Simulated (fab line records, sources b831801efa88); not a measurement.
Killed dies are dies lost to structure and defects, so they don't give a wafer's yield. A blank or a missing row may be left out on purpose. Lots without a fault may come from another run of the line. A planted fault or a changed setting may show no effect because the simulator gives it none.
Which tool did it? | flow gf180mcu | 14 lots, 42 wafers sampled, at 6 steps of a route of 602

WHAT THE GAUGES READ, wafer by wafer
GF_MVSD_TW_MEAS_11.
lot  | measured    | on            | MVSD_TW
L897 | day 4 10:17 | film_metro-02 | 1595 1591 1586
L898 | day 4 16:25 | film_metro-04 | 1590 1594 1587
L899 | day 4 21:56 | film_metro-02 | 1600 1592 1598
L900 | day 5 04:10 | film_metro-04 | 1590 1581 1585
L901 | day 5 09:01 | film_metro-03 | 1580 1584 1575
L902 | day 5 14:25 | film_metro-02 | 1648 1660 1651
L903 | day 5 20:59 | film_metro-03 | 1640 1640 1641
L904 | day 6 02:13 | film_metro-02 | 1578 1592 1598
L914 | day 8 17:12 | film_metro-02 | 1591 1590 1591
L915 | day 8 23:58 | film_metro-03 | 1579 1577 1571
L916 | day 9 00:35 | film_metro-03 | 1588 1588 1574
L917 | day 9 05:23 | film_metro-03 | 1571 1584 1592
L919 | day 9 19:30 | film_metro-02 | 1596 1594 1596
L920 | day 9 23:29 | film_metro-03 | 1585 1577 1579

GF_VT_IMPLANT_RS_MEAS_46: measures by four-point-probe.
lot  | measured     | on            | MVSD_RS (ohm/sq)
L897 | day 7 10:52  | film_metro-03 | 457.9 458.7 458.1
L898 | day 7 18:19  | film_metro-02 | 459.0 457.8 458.5
L899 | day 8 01:43  | film_metro-03 | 456.6 456.6 456.6
L900 | day 8 09:07  | film_metro-04 | 455.0 455.7 455.1
L901 | day 8 15:35  | film_metro-03 | 453.8 454.2 455.1
L902 | day 8 20:53  | film_metro-02 | 401.9 401.8 402.7
L903 | day 9 03:50  | film_metro-04 | 399.3 399.5 398.6
L904 | day 9 12:37  | film_metro-04 | 456.9 456.6 456.6
L914 | day 12 12:37 | film_metro-03 | 456.9 455.8 456.7
L915 | day 12 18:45 | film_metro-03 | 457.1 456.9 458.3
L916 | day 12 21:04 | film_metro-04 | 455.6 456.9 458.1
L917 | day 13 02:28 | film_metro-02 | 456.3 457.0 455.9
L919 | day 13 19:50 | film_metro-03 | 455.9 456.8 455.7
L920 | day 13 23:37 | film_metro-02 | 457.1 457.2 458.5

GF_NSD_TW_MEAS_12.
lot  | measured     | on            | NSD_TW
L897 | day 13 05:37 | film_metro-01 | 4212 4233 4252
L898 | day 13 11:21 | film_metro-03 | 4321 4291 4309
L899 | day 14 00:41 | film_metro-03 | 4308 4294 4282
L900 | day 14 10:13 | film_metro-03 | 4260 4275 4268
L901 | day 14 14:59 | film_metro-03 | 4282 4277 4272
L902 | day 14 23:35 | film_metro-04 | 4273 4314 4264
L903 | day 15 08:25 | film_metro-04 | 4330 4307 4339
L904 | day 15 18:14 | film_metro-01 | 4280 4243 4276
L914 | day 19 10:35 | film_metro-03 | 4308 4300 4332
L915 | day 19 17:51 | film_metro-04 | 4278 4267 4301
L916 | day 20 02:48 | film_metro-01 | 4283 4293 4285
L917 | day 20 05:38 | film_metro-04 | 4287 4285 4282
L919 | day 21 02:10 | film_metro-03 | 4309 4313 4287
L920 | day 21 05:43 | film_metro-03 | 4321 4318 4280

GF_CONTACT_OVL_MEAS_15.
lot  | measured     | on         | CONTACT_OVL (nm)
L897 | day 16 00:37 | overlay-01 | -13 -8 -8
L898 | day 16 04:47 | overlay-01 | 6 2 -4
L899 | day 16 19:49 | overlay-02 | 8 0 0
L900 | day 17 05:32 | overlay-02 | -7 -9 -11
L901 | day 17 11:26 | overlay-01 | 7 0 -1
L902 | day 17 21:16 | overlay-01 | 1 7 -1
L903 | day 18 05:56 | overlay-02 | -3 -4 -4
L904 | day 18 16:38 | overlay-01 | -5 2 -2
L914 | day 22 13:05 | overlay-01 | 1 -1 4
L915 | day 22 20:01 | overlay-01 | 5 4 0
L916 | day 23 04:01 | overlay-01 | -5 5 5
L917 | day 23 07:49 | overlay-01 | 4 -4 1
L919 | day 24 00:28 | overlay-02 | -9 -6 1
L920 | day 24 05:14 | overlay-01 | -4 -3 1

GF_CONTACT_RS_MEAS_25: measures by four-point-probe.
lot  | measured     | on            | CONTACT_W_RS (ohm/sq)
L897 | day 16 01:19 | film_metro-03 | 0.388 0.378 0.391
L898 | day 16 05:32 | film_metro-03 | 0.387 0.385 0.391
L899 | day 16 20:32 | film_metro-04 | 0.378 0.375 0.382
L900 | day 17 06:16 | film_metro-04 | 0.395 0.394 0.394
L901 | day 17 12:12 | film_metro-04 | 0.387 0.385 0.385
L902 | day 17 22:04 | film_metro-03 | 0.386 0.389 0.382
L903 | day 18 06:47 | film_metro-03 | 0.387 0.383 0.387
L904 | day 18 17:22 | film_metro-03 | 0.378 0.381 0.377
L914 | day 22 13:49 | film_metro-04 | 0.369 0.373 0.373
L915 | day 22 20:44 | film_metro-02 | 0.386 0.382 0.383
L916 | day 23 04:44 | film_metro-03 | 0.390 0.388 0.377
L917 | day 23 08:32 | film_metro-03 | 0.374 0.386 0.385
L919 | day 24 01:11 | film_metro-02 | 0.374 0.386 0.376
L920 | day 24 05:56 | film_metro-03 | 0.379 0.374 0.386

WHICH TOOL RAN EACH LOT (tool, then ch and the chambers of the sampled wafers, then the start)
lot  | GF_MVSD_IMPLANT_09
L897 | implanter-04 ch 0, day 4 10:02
L898 | implanter-04 ch 0, day 4 16:13
L899 | implanter-01 ch 0, day 4 21:41
L900 | implanter-04 ch 0, day 5 03:55
L901 | implanter-04 ch 0, day 5 08:47
L902 | implanter-04 ch 0, day 5 13:52
L903 | implanter-03 ch 0, day 5 20:26
L904 | implanter-03 ch 0, day 6 01:59
L914 | implanter-01 ch 0, day 8 16:58
L915 | implanter-04 ch 0, day 8 23:43
L916 | implanter-03 ch 0, day 9 00:20
L917 | implanter-03 ch 0, day 9 05:08
L919 | implanter-03 ch 0, day 9 19:16
L920 | implanter-01 ch 0, day 9 23:14
- GF_MVSD_IMPLANT_09

WHAT THE TOOLS THEMSELVES READ (means of the sampled wafers that have a number; where no wafer has one, the mark that the record gives instead)
The record holds no such reading with a usual standard deviation.

THE ANSWER, worked out from the rows above alone
Rule: what is usual is taken from the lots themselves. Put in order of their means at a reading, lots are off if they are a third of the lots or fewer, leave a main group of 4 or more, and stand apart from it by a gap of 3 or more times the standard deviation of the main group's means; of several such gaps the widest counts. A main group whose means are all the same, to the digits that the tables above print for the reading, isn't used. A lot without any number at a reading at which 4 lots or more have one is off too. The other lots that the step has rows for count as sound. The gauges are gone through in route order, then the tools' own readings, and for those a lot's mean is taken as printed above. The first step at which some lot is off is used, and at that step the reading that is off furthest; a lot without a number counts as furthest.
Off: L902, L903, at GF_MVSD_TW_MEAS_11 (MVSD_TW). The main group: mean 1587, standard deviation 6.3.
A tool fits if, at a process step before that reading, it ran every lot that is off, and no sound lot after the first of them. The gauges at GF_MVSD_TW_MEAS_11 are tried like those tools. None of those tried fits.

WHAT THE SIMULATOR HAD PUT IN
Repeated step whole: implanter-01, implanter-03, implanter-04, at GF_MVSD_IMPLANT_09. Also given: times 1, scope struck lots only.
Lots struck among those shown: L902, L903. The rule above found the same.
